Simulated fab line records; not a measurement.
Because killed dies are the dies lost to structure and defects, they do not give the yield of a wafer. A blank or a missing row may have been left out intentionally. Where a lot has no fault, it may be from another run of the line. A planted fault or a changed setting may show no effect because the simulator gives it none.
Which of the tools did it?	flow gf180mcu	6 lots, 18 wafers sampled, at 2 steps of a route of 602

WHAT THE GAUGES READ, wafer by wafer
GF_VT_IMPLANT_RS_MEAS_48: the measuring method here is four-point-probe.
lot	measured	on	LVPWELL_RS (ohm/sq)
L595	day 8 05:09	film-metro-03	1198.1 1196.4 1196.3
L599	day 9 12:56	film-metro-02	1197.1 1194.4 1197.8
L603	day 10 12:38	film-metro-03	1194.7 1195.3 1196.0
L607	day 11 08:44	film-metro-01	1196.3 1196.9 1199.2
L613	day 13 09:26	film-metro-03	1196.7 1195.8 1193.8
L616	day 14 02:55	film-metro-03	1120.8 1121.6 1121.8

WHAT TOOL EACH LOT RAN ON (gives the tool, then ch and the chambers of the sampled wafers, and finally the start)
lot	GF_LVPWELL_IMPLANT_09
L595	implanter-01 ch 0, day 4 10:32
L599	implanter-03 ch 0, day 5 14:28
L603	implanter-04 ch 0, day 6 09:43
L607	implanter-01 ch 0, day 7 01:28
L613	implanter-04 ch 0, day 8 19:47
L616	implanter-01 ch 0, day 9 09:37
- GF_LVPWELL_IMPLANT_09

THE ANSWER, worked out from the rows above alone
Rule: the lots themselves supply what counts as usual. The widest of any qualifying gaps counts: lots, ordered by their means at a reading, are off when they make up no more than a third of the lots, leave a main group of 4 or more, and stand apart from it by 3 or more times the standard deviation of that group's means. Not used: any main group whose means are identical at the precision the tables above print for the reading. Also off: a lot with no number at a reading for which 4 or more lots have one. Any other lot the step has rows for is counted as sound.
Off: at GF_VT_IMPLANT_RS_MEAS_48 (LVPWELL_RS), L616. Main group: mean 1196.3 ohm/sq, sd 0.83.
If a tool, at a process step before that reading, ran all the lots that are off and no sound lot after the first of them, it fits. The gauges at GF_VT_IMPLANT_RS_MEAS_48 are tried like those tools. Undecided on this evidence; 2 tools fit (implanter-01 at GF_LVPWELL_IMPLANT_09, film-metro-03 at GF_VT_IMPLANT_RS_MEAS_48).

WHAT THE SIMULATOR HAD INSERTED
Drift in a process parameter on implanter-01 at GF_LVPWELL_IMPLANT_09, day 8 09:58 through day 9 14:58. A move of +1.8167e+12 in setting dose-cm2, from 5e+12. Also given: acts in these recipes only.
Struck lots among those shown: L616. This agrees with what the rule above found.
